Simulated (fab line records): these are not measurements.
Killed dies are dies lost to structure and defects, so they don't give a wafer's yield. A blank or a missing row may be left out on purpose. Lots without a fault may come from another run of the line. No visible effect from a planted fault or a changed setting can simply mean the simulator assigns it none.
What tool caused it? | flow gf180mcu | 36 wafers from 12 lots sampled at 4 of the route's 602 steps

## WHAT THE GAUGES READ, wafer by wafer
GF_PASSIVATION_THK_MEAS_03. Usual: PASSIVATION_CVD_02_THK typically reads 698 nm, with standard deviation 9.8.
lot  | measured     | on            | PASSIVATION_CVD_02_THK (nm) | flag
L361 | day 28 05:23 | film_metro-02 | 694 685 699                 |
L362 | day 28 09:36 | film_metro-02 | 687 691 700                 |
L364 | day 29 03:53 | film_metro-02 | 697 697 709                 |
L365 | day 29 10:25 | film_metro-01 | 709 703 715                 |
L366 | day 29 18:10 | film_metro-02 | 698 694 699                 |
L372 | day 31 15:42 | film_metro-04 | 704 711 719                 |
L376 | day 32 13:16 | film_metro-01 | 705 733 702                 |
L377 | day 32 18:47 | film_metro-02 | 692 703 691                 |
L379 | day 33 06:32 | film_metro-04 | 697 712 706                 |
L380 | day 33 10:15 | film_metro-01 | 681 697 707                 |
L382 | day 34 01:15 | film_metro-04 | 689 693 703                 |
L383 | day 34 04:30 | film_metro-04 | 695 709 695                 |

## TOOL THAT RAN EACH LOT (tool first, then ch and the chambers of the sampled wafers, then the start)
lot  | GF_M2_SPUTTER_01             | GF_V5_SPUTTER_21             | GF_V5_CMP_26
L361 | pvd_sputter-03, day 18 07:08 | pvd_sputter-04, day 27 06:43 | cmp-01 ch 2,3, day 27 07:25
L362 | pvd_sputter-03, day 18 15:10 | pvd_sputter-02, day 27 12:06 | cmp-02 ch 1,3, day 27 12:29
L364 | pvd_sputter-03, day 19 08:49 | pvd_sputter-04, day 28 06:15 | cmp-01 ch 0,1,2, day 28 06:41
L365 | pvd_sputter-01, day 19 20:11 | pvd_sputter-02, day 28 13:22 | cmp-02 ch 1,2,3, day 28 13:54
L366 | pvd_sputter-03, day 20 05:44 | pvd_sputter-02, day 28 20:44 | cmp-01 ch 0,1,3, day 28 21:19
L372 | pvd_sputter-03, day 22 15:54 | pvd_sputter-04, day 30 19:41 | cmp-02 ch 0,3, day 30 20:05
L376 | pvd_sputter-03, day 23 19:43 | pvd_sputter-01, day 31 18:15 | cmp-02 ch 2,3, day 31 18:41
L377 | pvd_sputter-03, day 24 01:24 | pvd_sputter-01, day 31 23:46 | cmp-02 ch 1,3, day 32 00:13
L379 | pvd_sputter-01, day 24 18:25 | pvd_sputter-04, day 32 12:14 | cmp-02 ch 2,3, day 32 12:38
L380 | pvd_sputter-01, day 24 22:52 | pvd_sputter-04, day 32 15:34 | cmp-02 ch 1,2,3, day 32 16:01
L382 | pvd_sputter-01, day 25 19:06 | pvd_sputter-04, day 33 08:23 | cmp-02 ch 1,3, day 33 08:49
L383 | pvd_sputter-01, day 25 23:32 | pvd_sputter-02, day 33 10:47 | cmp-02 ch 2,3, day 33 11:15
- GF_M2_SPUTTER_01: material TiN, target thk 30 nm, time 25 s.
- GF_V5_SPUTTER_21: material Ti, target thk 15 nm, time 80.02 s.
- GF_V5_CMP_26: polishes, stops on SiO2, t overpolish 15 s, target thk 0 nm.

## WHAT THE TOOLS THEMSELVES READ (means of the sampled wafers that have a number; where no wafer has one, the mark that the record gives instead)
GF_M2_SPUTTER_01. Usual: cathode_dc_power_W 6500.1 W, standard deviation 1.2; throttle_valve_pct 29.8 %, standard deviation 0.81.
lot  | tool           | cathode_dc_power_W (W) | throttle_valve_pct (%) | flag
L361 | pvd_sputter-03 | 6500.2                 | 29.6                   |
L362 | pvd_sputter-03 | 6499.5                 | 29.8                   |
L364 | pvd_sputter-03 | 6500.1                 | 29.8                   |
L365 | pvd_sputter-01 | 6499.0                 | 29.5                   |
L366 | pvd_sputter-03 | 6499.8                 | 29.8                   |
L372 | pvd_sputter-03 | 6499.4                 | 30.0                   |
L376 | pvd_sputter-03 | 6500.1                 | 30.1                   |
L377 | pvd_sputter-03 | 6499.9                 | 29.5                   |
L379 | pvd_sputter-01 | 6500.3                 | 29.5                   |
L380 | pvd_sputter-01 | 6499.9                 | 29.8                   |
L382 | pvd_sputter-01 | 6499.9                 | 29.7                   |
L383 | pvd_sputter-01 | 6499.2                 | 29.8                   |

GF_V5_SPUTTER_21. Usual: cathode_dc_power_W 2500.0 W, standard deviation 0.4; throttle_valve_pct 29.3 %, standard deviation 0.74.
lot  | tool           | cathode_dc_power_W (W) | throttle_valve_pct (%) | flag
L361 | pvd_sputter-04 | 2499.8                 | 28.3                   |
L362 | pvd_sputter-02 | 2500.3                 | 29.4                   |
L364 | pvd_sputter-04 | 2500.1                 | 29.0                   |
L365 | pvd_sputter-02 | 2499.8                 | 29.5                   |
L366 | pvd_sputter-02 | 2499.7                 | 29.6                   |
L372 | pvd_sputter-04 | 2499.6                 | 28.4                   |
L376 | pvd_sputter-01 | 2499.8                 | 29.6                   |
L377 | pvd_sputter-01 | 2500.1                 | 29.8                   |
L379 | pvd_sputter-04 | 2500.0                 | 29.0                   |
L380 | pvd_sputter-04 | 2500.3                 | 29.5                   |
L382 | pvd_sputter-04 | 2500.2                 | 28.9                   |
L383 | pvd_sputter-02 | 2500.3                 | 29.7                   |

GF_V5_CMP_26. Usual: motor_current_A 10.6 A, standard deviation 0.93; overpolish_run_s 15.000 s, standard deviation 0.0087; retaining_ring_pressure_frac 1.000, standard deviation 0.0048; slurry_filter_dp_kPa 13.50 kPa, standard deviation 0.13; time_to_endpoint_s 87 s, standard deviation 4.6.
lot  | tool   | motor_current_A (A) | overpolish_run_s (s) | retaining_ring_pressure_frac | slurry_filter_dp_kPa (kPa) | time_to_endpoint_s (s) | flag
L361 | cmp-01 | 10.6                | 14.996               | 1.005                        | 13.47                      | 84                     |
L362 | cmp-02 | 9.8                 | 15.015               | 1.008                        | 13.43                      | 88                     |
L364 | cmp-01 | 10.5                | 14.998               | 0.999                        | 13.36                      | 83                     |
L365 | cmp-02 | 10.4                | 15.007               | 0.994                        | 13.52                      | 83                     |
L366 | cmp-01 | 10.8                | 15.000               | 1.001                        | 13.52                      | 83                     |
L372 | cmp-02 | 11.4                | 15.013               | 1.002                        | 13.54                      | 86                     |
L376 | cmp-02 | 11.2                | 15.002               | 1.001                        | 13.58                      | 87                     |
L377 | cmp-02 | 9.7                 | 15.005               | 1.000                        | 13.62                      | 85                     |
L379 | cmp-02 | 11.0                | 14.992               | 0.999                        | 13.41                      | 90                     |
L380 | cmp-02 | 10.4                | 14.999               | 0.998                        | 13.54                      | 90                     |
L382 | cmp-02 | 9.8                 | 14.997               | 1.003                        | 13.43                      | 86                     |
L383 | cmp-02 | 10.9                | 15.001               | 1.003                        | 13.55                      | 93                     |

## THE ANSWER, worked out from the rows above alone
Rule: take the mean of a lot's wafers that have a number; if it is more than 3 standard deviations from the usual mean, the lot is off. A lot without any number at a reading at which 4 lots or more have one is off too. The other lots that the step has rows for count as sound. Order of review: gauges by route order, followed by the tools' own readings, for which a lot's mean as printed above is used. At the first step where some lot is off, the reading lying furthest off is the one used; lots without a number count as furthest.
No lot is off at any reading shown: from this, nothing can be told.

## WHAT THE SIMULATOR HAD PUT IN
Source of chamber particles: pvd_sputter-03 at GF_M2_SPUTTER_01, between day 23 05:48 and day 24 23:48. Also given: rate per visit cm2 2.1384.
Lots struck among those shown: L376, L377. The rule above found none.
